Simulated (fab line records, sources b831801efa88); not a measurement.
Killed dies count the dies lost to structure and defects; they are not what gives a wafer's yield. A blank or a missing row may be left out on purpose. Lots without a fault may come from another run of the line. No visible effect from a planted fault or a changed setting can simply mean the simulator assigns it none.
Chamber matching | flow gf180mcu | pecvd-03 running GF_MIM_CVD_05: 3 sister chambers
The step deposits Si3N4, target thk 42 nm, time 29.086 s. 16 wafers are shown with their chamber, then 8 later ones without.

== WAFERS, EACH WITH ITS CHAMBER ==
wafer  | chamber | heater-power-w (W)
L074.2 | 1       | 607
L074.4 | 2       | 642
L074.6 | 1       | 600
L086.1 | 2       | 635
L086.2 | 1       | 574
L086.4 | 1       | 589
L088.1 | 0       | 583
L088.3 | 1       | 551
L088.4 | 1       | 562
L090.3 | 1       | 546
L090.4 | 1       | 533
L090.6 | 2       | 638
L091.2 | 0       | 655
L091.4 | 1       | 518
L091.6 | 2       | 663
L092.1 | 0       | 655

SIGNATURES (averages over the wafers above)
reading        | chamber 0 | chamber 1 | chamber 2 | scatter within a chamber
heater-power-w | 631.00    | 564.44    | 644.50    | 29.6
Rule: a wafer lies at a distance from a chamber equal to the root of the sum of squares, over the readings, of (its reading less the chamber's mean, divided by the reading's scatter). If the next closest chamber is less than 2 further off than the closest, the wafer can't be placed; otherwise it belongs to the closest. The scatter: take each reading less its chamber's mean, square it, sum over the shown wafers, divide by the number of wafers less the number of chambers, and take the root.

== WAFERS WITHOUT THEIR CHAMBER ==
wafer  | heater-power-w (W)
L092.2 | 572
L092.4 | 567
L096.3 | 558
L096.5 | 560
L096.6 | 656
L097.1 | 672
L097.2 | 556
L097.4 | 606

== WHICH CHAMBER EACH ONE RAN IN ==
wafer  | from the rows above          | in truth
L092.2 | can't be placed: 1 or 0      | 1
L092.4 | 1                            | 1
L096.3 | 1                            | 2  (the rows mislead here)
L096.5 | 1                            | 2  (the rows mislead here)
L096.6 | can't be placed: 2 or 0      | 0
L097.1 | can't be placed: 2 or 0      | 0
L097.2 | 1                            | 1
L097.4 | can't be placed: 0 or 2 or 1 | 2
Placed correctly: 2 of 8. From these rows, 4 cannot be placed; in 4 the true chamber is one of the candidates. Number placed wrongly: 2.
